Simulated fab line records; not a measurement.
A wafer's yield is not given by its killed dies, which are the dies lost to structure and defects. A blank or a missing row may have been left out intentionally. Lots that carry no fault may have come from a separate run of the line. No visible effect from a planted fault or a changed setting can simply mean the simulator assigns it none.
Comparing a struck lot with a sound one | flow gf180mcu | 33 out of 602 route steps
Sound: these wafers, L150.1, L150.4, L150.6. Wafers L158.2, L158.4, L158.5 were the ones struck. The cause is given at the end.
Order at every step that has rows: each side's tool, ch and its chambers, its first start. Under that, the readings that differ: sound wafers | struck wafers | difference of the means | sigmas: that difference in standard deviations of wafers without a fault.
alike: same words and numbers on both sides, and readings whose means sit less than 2 such deviations apart. not compared: any withheld reading, any reading some wafer has no value for, any bound like >300 that may hide the same value, and any number with overlapping values for which the record gives no deviation.
The two part at a step that has a row with sigmas, a row that says differs or no value, or rows on one side only. Non-overlapping numbers with no deviation appear without sigmas and do not part them. A reading missing from all wafers of one side parts the sides only when that side holds two or more wafers.

GF_HV_LDD_STRIP_22: strips in O2/N2.
  sound on plasmaAsher-01 ch 0,1, day 13 16:07; struck on plasmaAsher-01 ch 0,1, day 15 18:01
  alike: drypumpMotorCurrentA, heaterPowerW, n2FlowSccm, oesProductAu, stripTimeToEndpointS
  not compared: rfHoursCounterH
GF_HV_LDD_TW_MEAS_23:
  struck on filmMetro-01, day 15 18:08; sound on filmMetro-04, day 13 16:13
  alike: HV_LDD_2_TW
then, 7 steps without rows for these wafers: GF_HV_LDD_DEHYDRATE_24 (time 60 s); GF_HV_LDD_HMDS_25 (prime time 60 s); GF_HV_LDD_COAT_26 (resist thk 1000 nm); GF_HV_LDD_SOFTBAKE_27 (time 60 s); GF_HV_LDD_EXPOSE_28 (exposes mask Nplus HV AREA, target cd 400 nm); GF_HV_LDD_PEB_29; GF_HV_LDD_DEVELOP_30 (develop time 60 s).
GF_HV_LDD_CD_MEAS_31: the cd target is 400 nm.
  struck on cdSem-02, day 16 16:01; sound on cdSem-01, day 14 12:55
  alike: cdNm
GF_HV_LDD_OVL_MEAS_32:
  struck on overlay-01, day 16 16:08; sound on overlay-01, day 14 13:02
  alike: HV_LDD_02_OVL
following that, these wafers have no rows for 1 step: GF_HV_LDD_IMPLANT_33.
GF_HV_LDD_IMPLANT_34:
  struck on implanter-04, day 16 16:20; sound on implanter-03 ch 0, day 14 13:14
  no value came back on the struck wafers for beamEnergyKeV, beamOnS (s), endStationPressureTorr (Torr); on the sound wafers beamEnergyKeV reads 60.012 60.028 60.008
then, 2 steps without rows for these wafers: GF_HV_LDD_IMPLANT_35; GF_HV_LDD_IMPLANT_36.
GF_HV_LDD_STRIP_37: strips in O2/N2.
  sound on plasmaAsher-04 ch 0,1, day 14 13:41; struck on plasmaAsher-03 ch 0,1, day 16 16:46
  alike: drypumpMotorCurrentA, heaterPowerW, n2FlowSccm, oesProductAu, stripTimeToEndpointS
  not compared: rfHoursCounterH
GF_HV_LDD_TW_MEAS_38:
  struck on filmMetro-04, day 16 16:52; sound on filmMetro-01, day 14 13:47
reading     | sound          | struck         | difference | sigmas
HV_LDD_3_TW | 1441 1444 1445 | 1316 1313 1311 | -130       | -9
then, 7 steps without rows for these wafers: GF_HV_LDD_DEHYDRATE_39 (time 60 s); GF_HV_LDD_HMDS_40 (prime time 60 s); GF_HV_LDD_COAT_41 (resist thk 1000 nm); GF_HV_LDD_SOFTBAKE_42 (time 60 s); GF_HV_LDD_EXPOSE_43 (exposes mask Pplus HV AREA, target cd 400 nm); GF_HV_LDD_PEB_44; GF_HV_LDD_DEVELOP_45 (develop time 60 s).
GF_HV_LDD_CD_MEAS_46: the cd target is 400 nm.
  struck on cdSem-01, day 17 15:16; sound on cdSem-01, day 15 10:42
  alike: cdNm
GF_HV_LDD_OVL_MEAS_47:
  struck on overlay-02, day 17 15:23; sound on overlay-01, day 15 10:49
  alike: HV_LDD_03_OVL
following that, these wafers have no rows for 1 step: GF_HV_LDD_IMPLANT_48.
GF_HV_LDD_STRIP_49: strips in O2/N2.
  sound on plasmaAsher-03 ch 0,1, day 15 11:01; struck on plasmaAsher-04 ch 0,1, day 17 15:34
reading                  | sound       | struck      | difference | sigmas
drypumpMotorCurrentA (A) | 5.1 6.0 5.1 | 6.5 6.5 6.2 | +1.0       | +2
  alike: heaterPowerW, n2FlowSccm, oesProductAu, stripTimeToEndpointS
  not compared: rfHoursCounterH
GF_HV_LDD_TW_MEAS_50:
  struck on filmMetro-01, day 17 15:40; sound on filmMetro-04, day 15 11:07
  alike: HV_LDD_4_TW
then, 1 step without rows for these wafers: GF_HV_LDD_CLEAN_51 (cleans in SC1/SC2, time 150 s).
GF_HV_LDD_RTA_52: time 10 s.
  sound on rtpAnneal-02 ch 0, day 15 11:13; struck on rtpAnneal-01 ch 0, day 17 15:47
reading          | sound          | struck         | difference | sigmas
lampPowerPct (%) | 31.9 31.9 31.9 | 33.5 33.6 33.6 | +1.7       | +2
  alike: wafer_temp_C_max
GF_HV_LDD_RS_MEAS_53: measurement is done with a four-point probe.
  struck on filmMetro-01, day 17 15:51; sound on filmMetro-02, day 15 11:17
reading            | sound             | struck            | difference | sigmas
HV_LDD_RS (ohm/sq) | 417.2 417.8 418.1 | 439.9 440.0 439.5 | +22.1      | +22
then, 1 step without rows for these wafers: GF_HV_LDD_CVD_54 (deposits SiO2 from TEOS, target thk 10 nm, time 75 s).

== WHERE THEY PART ==
Last at GF_HV_LDD_RS_MEAS_53 as far as this record goes, first at GF_HV_LDD_IMPLANT_34.

WHY: the cause the simulator had injected
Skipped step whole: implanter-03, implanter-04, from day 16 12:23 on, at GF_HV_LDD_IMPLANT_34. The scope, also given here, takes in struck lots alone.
